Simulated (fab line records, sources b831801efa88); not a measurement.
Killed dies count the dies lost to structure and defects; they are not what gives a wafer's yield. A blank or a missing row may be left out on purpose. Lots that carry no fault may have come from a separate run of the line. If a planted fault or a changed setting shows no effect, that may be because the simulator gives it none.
Which tool is to blame? :: flow gf180mcu :: Sampling: 6 lots, 18 wafers, 3 of 602 route steps

## WHAT THE GAUGES READ, wafer by wafer
GF_MIM_THK_MEAS_06.
lot: L163
measured: day 25 11:53
on: film-metro-03
MIM_CVD_05_THK (nm): 40.7 41.4 41.3

lot: L165
measured: day 26 08:31
on: film-metro-01
MIM_CVD_05_THK (nm): 42.6 42.2 42.9

lot: L167
measured: day 26 15:34
on: film-metro-01
MIM_CVD_05_THK (nm): 41.8 42.7 42.7

lot: L171
measured: day 27 23:37
on: film-metro-01
MIM_CVD_05_THK (nm): 41.5 24.9 24.6

lot: L181
measured: day 30 18:25
on: film-metro-01
MIM_CVD_05_THK (nm): 41.4 41.2 42.4

lot: L183
measured: day 31 05:19
on: film-metro-01
MIM_CVD_05_THK (nm): 41.8 41.3 42.3

## WHICH TOOL RAN EACH LOT (tool, then ch and the chambers of the sampled wafers, then the start)
lot: L163
GF_MIM_SPUTTER_02: pvd-sputter-04, day 25 11:46
GF_MIM_CVD_05: pecvd-03 ch 0,1, day 25 11:52

lot: L165
GF_MIM_SPUTTER_02: pvd-sputter-03, day 26 08:23
GF_MIM_CVD_05: pecvd-02 ch 1,2, day 26 08:28

lot: L167
GF_MIM_SPUTTER_02: pvd-sputter-01, day 26 15:26
GF_MIM_CVD_05: pecvd-03 ch 0,1,2, day 26 15:31

lot: L171
GF_MIM_SPUTTER_02: pvd-sputter-03, day 27 23:29
GF_MIM_CVD_05: pecvd-01 ch 0,2, day 27 23:35

lot: L181
GF_MIM_SPUTTER_02: pvd-sputter-01, day 30 18:17
GF_MIM_CVD_05: pecvd-03 ch 0,1,2, day 30 18:23

lot: L183
GF_MIM_SPUTTER_02: pvd-sputter-03, day 31 05:12
GF_MIM_CVD_05: pecvd-02 ch 0,1,2, day 31 05:17
- GF_MIM_SPUTTER_02: material AlCu, target thk 450 nm, time 23.9 s.
- GF_MIM_CVD_05: deposits Si3N4, target thk 42 nm, time 29.086 s.

## THE ANSWER, worked out from the rows above alone
Rule: usual is defined by the lots themselves. Put in order of their means at a reading, lots are off if they are a third of the lots or fewer, leave a main group of 4 or more, and stand apart from it by a gap of 3 or more times the standard deviation of the main group's means; of several such gaps the widest counts. The tables above print the reading to a certain number of digits; a main group whose means all agree to those digits is not used. Also off: a lot with no number at a reading for which 4 or more lots have one. All remaining lots with rows at the step are treated as sound.
Off: at GF_MIM_THK_MEAS_06 (MIM_CVD_05_THK), L171. For the main group the mean is 41.9 nm and the standard deviation 0.52.
A tool fits if, at a process step before that reading, it ran every lot that is off, and no sound lot after the first of them. Those tools and the gauges at GF_MIM_THK_MEAS_06 are tried in the same way. One candidate fits, namely pecvd-01 at GF_MIM_CVD_05. It ran no sound lot before its first lot that is off in this sample, so the start can't be narrowed down.

## WHAT WAS PUT IN BY THE SIMULATOR
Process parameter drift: pecvd-01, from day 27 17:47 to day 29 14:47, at GF_MIM_CVD_05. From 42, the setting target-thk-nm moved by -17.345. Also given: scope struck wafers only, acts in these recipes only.
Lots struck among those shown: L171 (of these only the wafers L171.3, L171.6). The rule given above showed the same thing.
